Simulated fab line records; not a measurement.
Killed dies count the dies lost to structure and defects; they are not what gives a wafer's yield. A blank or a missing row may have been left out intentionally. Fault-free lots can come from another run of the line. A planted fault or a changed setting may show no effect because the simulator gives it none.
Which tool is to blame? || flow gf180mcu || 7 lots, 21 wafers sampled, at 2 steps of a route of 602

WHAT EACH GAUGE READ, for each wafer
GF_NWELL_OVL_MEAS_07.
{"lot": "L156", "measured": "day 3 13:04", "on": "overlay-02", "NWELL_OVL (nm)": "-0.2 -0.5 -0.3"}
{"lot": "L159", "measured": "day 4 04:46", "on": "overlay-02", "NWELL_OVL (nm)": "-2.1 -1.0 -0.3"}
{"lot": "L162", "measured": "day 4 22:16", "on": "overlay-02", "NWELL_OVL (nm)": "1.7 -2.9 -0.8"}
{"lot": "L164", "measured": "day 5 08:43", "on": "overlay-02", "NWELL_OVL (nm)": "-0.1 -0.9 0.1"}
{"lot": "L170", "measured": "day 6 18:44", "on": "overlay-01", "NWELL_OVL (nm)": "75.5 72.7 75.6"}
{"lot": "L176", "measured": "day 8 03:08", "on": "overlay-02", "NWELL_OVL (nm)": "-0.8 -0.1 1.3"}
{"lot": "L178", "measured": "day 8 14:01", "on": "overlay-01", "NWELL_OVL (nm)": "-1.8 -1.4 -1.2"}

EACH LOT AND THE TOOL THAT RAN IT (in order: tool; ch and the chambers of the sampled wafers; start)
{"lot": "L156", "GF_NWELL_EXPOSE_04": "iline-stepper-02 ch 0, day 3 06:35"}
{"lot": "L159", "GF_NWELL_EXPOSE_04": "iline-stepper-01 ch 0, day 3 22:16"}
{"lot": "L162", "GF_NWELL_EXPOSE_04": "iline-stepper-01 ch 0, day 4 15:13"}
{"lot": "L164", "GF_NWELL_EXPOSE_04": "iline-stepper-01 ch 0, day 5 02:13"}
{"lot": "L170", "GF_NWELL_EXPOSE_04": "iline-stepper-02 ch 0, day 6 11:25"}
{"lot": "L176", "GF_NWELL_EXPOSE_04": "iline-stepper-01 ch 0, day 7 19:55"}
{"lot": "L178", "GF_NWELL_EXPOSE_04": "iline-stepper-01 ch 0, day 8 05:01"}
- GF_NWELL_EXPOSE_04: exposes mask Nwell, target cd 860 nm.

THE ANSWER, worked out from the rows above alone
Rule: what is usual is taken from the lots themselves. The widest of any qualifying gaps counts: lots, ordered by their means at a reading, are off when they make up no more than a third of the lots, leave a main group of 4 or more, and stand apart from it by 3 or more times the standard deviation of that group's means. A main group is skipped when, at the precision printed for the reading in the tables above, its means are all equal. Also off: a lot with no number at a reading for which 4 or more lots have one. Any other lot the step has rows for is counted as sound.
Off: L170, seen at GF_NWELL_OVL_MEAS_07 (NWELL_OVL). Main group: mean -0.6 nm, sd 0.54.
A tool fits if, at a process step before that reading, it ran every lot that is off, and no sound lot after the first of them. Those tools and the gauges at GF_NWELL_OVL_MEAS_07 are tried in the same way. One fits: GF_NWELL_EXPOSE_04 on iline-stepper-02. Its last sound lot is L156 (day 3 06:35), its first lot that is off L170 (day 6 11:25): a fault that began between those two fits.

WHAT THE SIMULATOR HAD PUT IN
Scanner matching overlay: iline-stepper-02, from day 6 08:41 on, at GF_NWELL_EXPOSE_04. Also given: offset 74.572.
Lots struck among those shown: L170. This agrees with what the rule above found.
